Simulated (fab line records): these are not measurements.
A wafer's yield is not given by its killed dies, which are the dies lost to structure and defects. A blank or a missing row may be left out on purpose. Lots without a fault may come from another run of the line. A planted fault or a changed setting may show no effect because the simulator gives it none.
8D (eight disciplines) problem report, filled in by code -- flow sky130 -- the parts of the form that need people (team, actions taken, sign-off) are left out

## 1. WHAT IS WRONG
Wafers without a fault read 16, standard deviation 4.5; killed_at_front_end at SKY_PAD_OPEN_PROBE_99 reads a mean of 57 on 6 wafers belonging to 2 lots. Measured from the usual mean, that is +9.1 standard deviations.
First seen on wafer L695.1, day 50 07:42, on prober-01. The record has a number at this step for 36 wafers belonging to 12 lots. The rule behind "out" and "out of limits": a value lying over 4 standard deviations away from the usual mean. Any other wafer with a number is counted as sound.

## 2. WHAT IT IS AND WHAT IT IS NOT
question,is,is not
which readings at this step,killed_at_front_end,"killed_at_M0_to_M3, killed_at_M4_up, killed_at_other, killed_open, killed_short"
which lots,"L695, L698","L676, L677, L678, L680, L681, L683, L684, L685, L688, L689"
which wafers of those lots,all that have a number,-
read on which tools,"prober-01, prober-02",-
when,from day 50 07:42,up to then (30 sound wafers)

## 3. SUSPECTS, AND WHAT RULES EACH OUT
Counting: a tool stays on the suspect list if, at a process step up to the reading, it processed all lots that are out and no sound lot following the first of them.
- plasma_asher-02 at SKY_LDD_P_STRIP_10 (strips in O2/N2): kept. It ran every lot that is out, first L695 (day 26 05:08), and no sound lot after that; its last sound lot up to then is L688 (day 24 02:58).
- plasma_asher-02 at SKY_PAD_OPEN_STRIP_08 (strips in O2/N2): kept. It ran every lot that is out, first L695 (day 50 05:29), and no sound lot after that; its last sound lot up to then is L688 (day 48 23:04).
After counting, plasma_asher-02 at SKY_LDD_P_STRIP_10 and plasma_asher-02 at SKY_PAD_OPEN_STRIP_08 remain.

## 4. THE CAUSE (what the simulator had put in)
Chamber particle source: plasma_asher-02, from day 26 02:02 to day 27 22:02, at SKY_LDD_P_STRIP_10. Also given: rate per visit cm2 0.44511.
After counting, 2 suspects remain, this tool included.

## 5. SEQUENCE OF EFFECTS, ordered by route
Each row: a reading whose mean over the struck wafers that have a number lies more than 3 standard deviations from the usual. Only readings for which the record gives a usual standard deviation are gone through. hours: the time from each lot's start at the first step in this table that gives one to its start at this step, as a median over the lots. sigmas: the change in usual standard deviations.
hours,step,reading,usual,on struck wafers,change,sigmas
0,SKY_PAD_OPEN_PROBE_99,killed_at_front_end,16,57,+41,+9.1
0,SKY_PAD_OPEN_PROBE_99,killed_dies,87,128,+41,+4.6
It contains these process steps:
- SKY_PAD_OPEN_PROBE_99

## 6. HOW IT WOULD HAVE BEEN CAUGHT EARLIER
582 hours passed between the start of the fault at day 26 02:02 and the first reading out of limits in this record, taken at day 50 07:42.
Tool readings at SKY_LDD_P_STRIP_10 with a usual standard deviation given in the record: none out on any struck wafer, hence no alarm at a limit of 4 standard deviations on them.
All the lots that are out (2) had begun SKY_LDD_P_STRIP_10 on plasma_asher-02 by day 50 07:42. None of them would have been spared by holding the tool at that moment.
